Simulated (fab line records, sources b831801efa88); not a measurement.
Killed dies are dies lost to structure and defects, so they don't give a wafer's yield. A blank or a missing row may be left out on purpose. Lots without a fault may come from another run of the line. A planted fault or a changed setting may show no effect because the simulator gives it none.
Which tool did it? | flow sky130 | 12 lots, 36 wafers sampled, at 4 steps of a route of 708

WHAT THE GAUGES READ, wafer by wafer
SKY_POLY_CUT_OVL_MEAS_09. Usual: POLY_CUT_OVL -1 nm, standard deviation 4.3.
lot  | measured     | on         | POLY_CUT_OVL (nm) | flag
L926 | day 24 15:25 | overlay-02 | 3 0 -4            |
L927 | day 25 03:33 | overlay-02 | 5 -5 0            |
L928 | day 25 05:27 | overlay-01 | 1 -6 0            |
L929 | day 25 14:27 | overlay-01 | -2 -5 -12         |
L938 | day 30 02:16 | overlay-02 | -3 -13 -7         |
L941 | day 30 12:56 | overlay-02 | 0 -8 -3           |
L942 | day 31 01:44 | overlay-01 | -4 4 5            |
L945 | day 31 07:37 | overlay-01 | -1 -8 -9          |
L944 | day 31 11:00 | overlay-02 | -4 3 6            |
L947 | day 31 15:58 | overlay-01 | -8 -3 -12         |
L946 | day 31 19:05 | overlay-01 | -1 -8 -2          |
L948 | day 32 04:00 | overlay-02 | 3 -2 2            |

SKY_LI_CONTACT_OVL_MEAS_13. Usual: LI_CONTACT_OVL 3 nm, standard deviation 5.5.
lot  | measured     | on         | LI_CONTACT_OVL (nm) | flag
L926 | day 29 14:41 | overlay-01 | -5 -3 -4            |
L927 | day 30 00:25 | overlay-02 | -2 4 -3             |
L928 | day 30 01:53 | overlay-01 | 4 3 6               |
L929 | day 30 10:56 | overlay-01 | 5 -1 7              |
L938 | day 34 16:52 | overlay-02 | -6 -5 4             |
L941 | day 35 03:17 | overlay-02 | 17 9 9              |
L942 | day 35 13:56 | overlay-02 | 1 5 9               |
L945 | day 35 21:58 | overlay-02 | 3 -3 0              |
L944 | day 36 01:31 | overlay-02 | 5 6 5               |
L947 | day 36 06:16 | overlay-02 | 7 4 11              |
L946 | day 36 08:10 | overlay-01 | 3 -3 2              |
L948 | day 36 17:12 | overlay-02 | 10 5 -2             |

WHICH TOOL RAN EACH LOT (tool, then ch and the chambers of the sampled wafers, then the start)
lot  | SKY_POLY_GATE_ETCH_16              | SKY_LI_CONTACT_CMP_02
L926 | rie_diel-02 ch 0,2,3, day 16 20:55 | cmp-01 ch 0,3, day 28 09:49
L927 | rie_diel-02 ch 1,3, day 17 04:15   | cmp-02 ch 0,3, day 28 19:29
L928 | rie_diel-03 ch 2,3, day 17 07:10   | cmp-01 ch 1,2,3, day 28 21:26
L929 | rie_diel-01 ch 1,2, day 17 20:45   | cmp-02 ch 0,1, day 29 06:13
L938 | rie_diel-03 ch 1,2, day 22 13:28   | cmp-02 ch 0,1,2, day 33 14:02
L941 | rie_diel-01 ch 0,1,2, day 22 23:40 | cmp-01 ch 1,2, day 34 00:16
L942 | rie_diel-02 ch 0,3, day 23 15:40   | cmp-01 ch 1,3, day 34 11:02
L945 | rie_diel-01 ch 0,1,2, day 23 21:40 | cmp-01 ch 0,1,3, day 34 18:53
L944 | rie_diel-03 ch 1,2, day 23 23:34   | cmp-01 ch 0,3, day 34 22:17
L947 | rie_diel-02 ch 0,3, day 24 06:07   | cmp-01 ch 2,3, day 35 02:52
L946 | rie_diel-03 ch 2, day 24 10:42     | cmp-01 ch 0,1,2, day 35 05:37
L948 | rie_diel-02 ch 0,1,2, day 24 18:45 | cmp-01 ch 0,1, day 35 14:14
- SKY_POLY_GATE_ETCH_16: etches Si3N4 in CH3F/O2, stops on poly-Si, time 147.5 s, target depth 75 nm.
- SKY_LI_CONTACT_CMP_02: polishes PSG.

WHAT THE TOOLS THEMSELVES READ (means of the sampled wafers that have a number; where no wafer has one, the mark that the record gives instead)
SKY_POLY_GATE_ETCH_16. Usual: bias_w 80.04 W, standard deviation 0.22; drypump_motor_current_A 5.7 A, standard deviation 0.42; oes_product_au 0.636 a.u., standard deviation 0.0048; throttle_valve_pct 10.535 %, standard deviation 0.0087.
lot  | tool        | bias_w (W) | drypump_motor_current_A (A) | oes_product_au (a.u.) | throttle_valve_pct (%) | flag
L926 | rie_diel-02 | 79.98      | 5.9                         | 0.638                 | 10.536                 |
L927 | rie_diel-02 | 80.18      | 6.2                         | 0.632                 | 10.539                 |
L928 | rie_diel-03 | 80.15      | 5.7                         | 0.641                 | 10.532                 |
L929 | rie_diel-01 | 79.76      | 6.1                         | 0.634                 | 10.527                 |
L938 | rie_diel-03 | 80.00      | 5.5                         | 0.641                 | 10.532                 |
L941 | rie_diel-01 | 79.92      | 5.8                         | 0.637                 | 10.540                 |
L942 | rie_diel-02 | 80.15      | 5.6                         | 0.634                 | 10.541                 |
L945 | rie_diel-01 | 80.07      | 5.8                         | 0.637                 | 10.539                 |
L944 | rie_diel-03 | 80.11      | 5.5                         | 0.634                 | 10.533                 |
L947 | rie_diel-02 | 80.11      | 5.9                         | 0.637                 | 10.534                 |
L946 | rie_diel-03 | 80.26      | 5.8                         | 0.637                 | 10.534                 |
L948 | rie_diel-02 | 79.88      | 5.9                         | 0.636                 | 10.535                 |

SKY_LI_CONTACT_CMP_02. Usual: motor_current_A 12.2 A, standard deviation 0.96; retaining_ring_pressure_frac 1.000, standard deviation 0.0049; time_to_endpoint_s 31.6 s, standard deviation 2.7.
lot  | tool   | motor_current_A (A) | retaining_ring_pressure_frac | time_to_endpoint_s (s) | flag
L926 | cmp-01 | 12.0                | 0.995                        | 29.8                   |
L927 | cmp-02 | 12.4                | 1.001                        | 35.9                   |
L928 | cmp-01 | 12.1                | 1.005                        | 30.8                   |
L929 | cmp-02 | 12.2                | 1.002                        | 36.2                   |
L938 | cmp-02 | 12.5                | 0.999                        | 32.8                   |
L941 | cmp-01 | 11.9                | 0.999                        | 31.0                   |
L942 | cmp-01 | 12.2                | 1.002                        | 27.2                   |
L945 | cmp-01 | 12.1                | 1.001                        | 31.3                   |
L944 | cmp-01 | 11.9                | 1.001                        | 30.1                   |
L947 | cmp-01 | 12.5                | 1.000                        | 31.4                   |
L946 | cmp-01 | 11.9                | 1.004                        | 30.3                   |
L948 | cmp-01 | 12.3                | 0.998                        | 26.6                   |

THE ANSWER, worked out from the rows above alone
Rule: a lot is off if the mean of its wafers that have a number lies more than 3 standard deviations from the usual mean. A lot without any number at a reading at which 4 lots or more have one is off too. The other lots that the step has rows for count as sound. The gauges are gone through in route order, then the tools' own readings, and for those a lot's mean is taken as printed above. The first step at which some lot is off is used, and at that step the reading that is off furthest; a lot without a number counts as furthest.
No lot is off at any reading shown: from this, nothing can be told.

WHAT THE SIMULATOR HAD PUT IN
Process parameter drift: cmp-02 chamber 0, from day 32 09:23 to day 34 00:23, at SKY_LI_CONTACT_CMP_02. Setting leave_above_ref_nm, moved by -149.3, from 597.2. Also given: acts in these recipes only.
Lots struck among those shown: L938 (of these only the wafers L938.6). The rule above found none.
